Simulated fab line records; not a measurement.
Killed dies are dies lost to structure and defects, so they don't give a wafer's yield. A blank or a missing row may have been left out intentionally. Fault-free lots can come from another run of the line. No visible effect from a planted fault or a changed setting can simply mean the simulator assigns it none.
A struck lot beside a sound one ; flow sky130 ; 43 out of 708 route steps
Sound: the wafers L646.1, L646.4, L646.5. Wafers L663.3, L663.5, L663.6 were the ones struck. The cause comes at the end.
Order at every step that has rows: each side's tool, ch and its chambers, its first start. Under that, the readings that differ: sound wafers ; struck wafers ; difference of the means ; sigmas: that difference in standard deviations of wafers without a fault.
alike: a reading whose means differ by less than 2 such deviations, as well as words and numbers matching on both sides. not compared: withheld readings; readings where some wafer has no value; bounds like >300 that might hide an equal value; numbers whose values overlap and for which the record gives no deviation.
Wherever a step has rows on one side only, a row that says differs or no value, or a row with sigmas, the two part there. Non-overlapping numbers with no deviation appear without sigmas and do not part them. A reading that every wafer of one side lacks parts them only if that side has two wafers or more.

first, 2 steps without rows for these wafers: SKY_DNWELL_DEVELOP_06 (develop time 60 s); SKY_DNWELL_IMPLANT_07.
SKY_DNWELL_STRIP_08: strips in O2/N2.
  sound on plasma asher-02 ch 0, day 4 08:19; struck on plasma asher-04 ch 0,1, day 8 04:06
reading;sound;struck;difference;sigmas
drypump motor current A (A);4.8 4.8 4.8;6.0 5.9 6.0;+1.2;+3
  alike: oes product au, strip time to endpoint s
  not compared: rf hours counter h
SKY_DNWELL_TW_MEAS_09:
  struck on film metro-01, day 8 04:11; sound on film metro-02, day 4 08:25
  alike: DNWELL_TW
then, 7 steps without rows for these wafers: SKY_PWDE_DEHYDRATE_00 (time 60 s); SKY_PWDE_HMDS_01 (prime time 60 s); SKY_PWDE_COAT_02 (resist thk 3000 nm); SKY_PWDE_SOFTBAKE_03; SKY_PWDE_EXPOSE_04 (exposes mask PWDEM, target cd 840 nm); SKY_PWDE_PEB_05; SKY_PWDE_DEVELOP_06 (develop time 60 s).
SKY_PWDE_OVL_MEAS_07:
  struck on overlay-02, day 9 00:04; sound on overlay-01, day 5 00:49
  alike: PWDE_OVL
SKY_PWDE_IMPLANT_08:
  sound on implanter-03 ch 0, day 5 00:52; struck on implanter-01 ch 0, day 9 00:09
reading;sound;struck;difference;sigmas
beam energy keV;150.02 150.06 150.04;149.92 149.96 149.93;-0.10;-2
dose ions cm2;3.608e+12 3.605e+12 3.603e+12;4.428e+12 4.434e+12 4.428e+12;+8.247e+11;+99 or more
faraday current uA;20.2 20.0 20.3;24.8 24.9 24.5;+4.6;+12
SKY_PWDE_STRIP_09: strips in O2/N2.
  sound on plasma asher-01 ch 0,1, day 5 01:01; struck on plasma asher-03 ch 0,1, day 9 00:17
reading;sound;struck;difference;sigmas
strip time to endpoint s (s);36.82 36.76 36.76;37.07 36.95 37.01;+0.23;+3
  alike: drypump motor current A, oes product au
  not compared: rf hours counter h
SKY_PWDE_TW_MEAS_10:
  struck on film metro-01, day 9 00:35; sound on film metro-04, day 5 01:07
reading;sound;struck;difference;sigmas
PWDE_TW;377 376 375;390 392 391;+15;+4
  not compared: hold
then, 6 steps without rows for these wafers: SKY_NWELL_HMDS_04 (prime time 60 s); SKY_NWELL_COAT_05 (resist thk 3000 nm); SKY_NWELL_SOFTBAKE_06; SKY_NWELL_EXPOSE_07 (exposes mask NWM, target cd 840 nm); SKY_NWELL_PEB_08; SKY_NWELL_DEVELOP_09 (develop time 60 s).
SKY_NWELL_OVL_MEAS_10:
  struck on overlay-01, day 9 22:07; sound on overlay-01, day 5 18:47
  alike: NWELL_00_OVL
then, 3 steps without rows for these wafers: SKY_NWELL_IMPLANT_11; SKY_NWELL_IMPLANT_12; SKY_NWELL_IMPLANT_13.
SKY_NWELL_STRIP_14: strips in O2/N2.
  sound on plasma asher-01 ch 0,1, day 5 19:17; struck on plasma asher-01 ch 0,1, day 9 22:38
  alike: drypump motor current A, oes product au, strip time to endpoint s
  not compared: rf hours counter h
SKY_NWELL_TW_MEAS_15:
  struck on film metro-04, day 9 22:43; sound on film metro-01, day 5 19:23
  alike: NWELL_TW
then, 7 steps without rows for these wafers: SKY_NWELL_DEHYDRATE_16 (time 60 s); SKY_NWELL_HMDS_17 (prime time 60 s); SKY_NWELL_COAT_18 (resist thk 3000 nm); SKY_NWELL_SOFTBAKE_19; SKY_NWELL_EXPOSE_20 (exposes mask NWM COMPLEMENT, target cd 840 nm); SKY_NWELL_PEB_21; SKY_NWELL_DEVELOP_22 (develop time 60 s).
SKY_NWELL_OVL_MEAS_23:
  struck on overlay-01, day 10 21:07; sound on overlay-02, day 6 14:22
  alike: NWELL_01_OVL
after that, 1 step had no rows for these wafers: SKY_NWELL_IMPLANT_24.
SKY_NWELL_STRIP_25: strips in O2/N2.
  sound on plasma asher-01 ch 0, day 6 14:33; struck on plasma asher-01 ch 0,1, day 10 21:20
  alike: drypump motor current A, oes product au, strip time to endpoint s
  not compared: rf hours counter h
SKY_NWELL_TW_MEAS_26:
  struck on film metro-04, day 10 21:25; sound on film metro-01, day 6 14:39
  alike: NWELL_2_TW
then, 1 step without rows for these wafers: SKY_NWELL_CLEAN_27 (cleans in SC1/SC2, time 150 s).
SKY_NWELL_RTA_28: time 30 s.
  sound on rtp anneal-02 ch 0, day 6 14:46; struck on rtp anneal-01 ch 0, day 10 21:32
  alike: anneal temp c max, lamp power pct, wafer_temp_C_max
SKY_NWELL_RS_MEAS_29: measurement is done with a four-point probe.
  struck on film metro-01, day 10 21:39; sound on film metro-04, day 6 14:52
reading;sound;struck;difference;sigmas
NWELL_RS (ohm/sq);628.0 627.0 629.1;622.2 623.7 624.3;-4.6;-3
SKY_NWELL_RS_MEAS_31: measurement is done with a four-point probe.
  struck on film metro-01, day 10 22:10; sound on film metro-04, day 6 15:06
reading;sound;struck;difference;sigmas
PWDE_RS (ohm/sq);5271 5308 5277;4501 4477 4484;-798;-38
  not compared: hold
-- the record jumps here: 40 days lie between the struck wafers' starts before and after (it left off in module NWELL and takes up again in module PAD_OPEN, whose first step shown is number 708 of the route) --
SKY_PAD_OPEN_PROBE_99:
  struck on prober-01, day 50 18:17; sound on prober-02, day 47 06:29
reading;sound;struck;difference;sigmas
model.etest.res_p_drift_20v.line ohm um;1.328e+04 1.333e+04 1.275e+04;9173 9028;-4020;
model.etest.res_p_drift_20v.rs ohm sq;1.115e+04 1.101e+04 1.071e+04;7611 7608;-3347;
model.etest.res pwde under gate.rs ohm sq;6129 6157 6138;5206 5169;-954;
  alike: killed_at_M0_to_M3, killed_at_M4_up, killed at contacts, killed at front end, killed at other, killed dies, killed open, killed short

== WHERE THEY PART ==
First at SKY_DNWELL_STRIP_08; last, within this record, at SKY_NWELL_RS_MEAS_31. Later steps at which nothing parts them and some readings are alike: SKY_PAD_OPEN_PROBE_99.

WHY: whatever the simulator had introduced
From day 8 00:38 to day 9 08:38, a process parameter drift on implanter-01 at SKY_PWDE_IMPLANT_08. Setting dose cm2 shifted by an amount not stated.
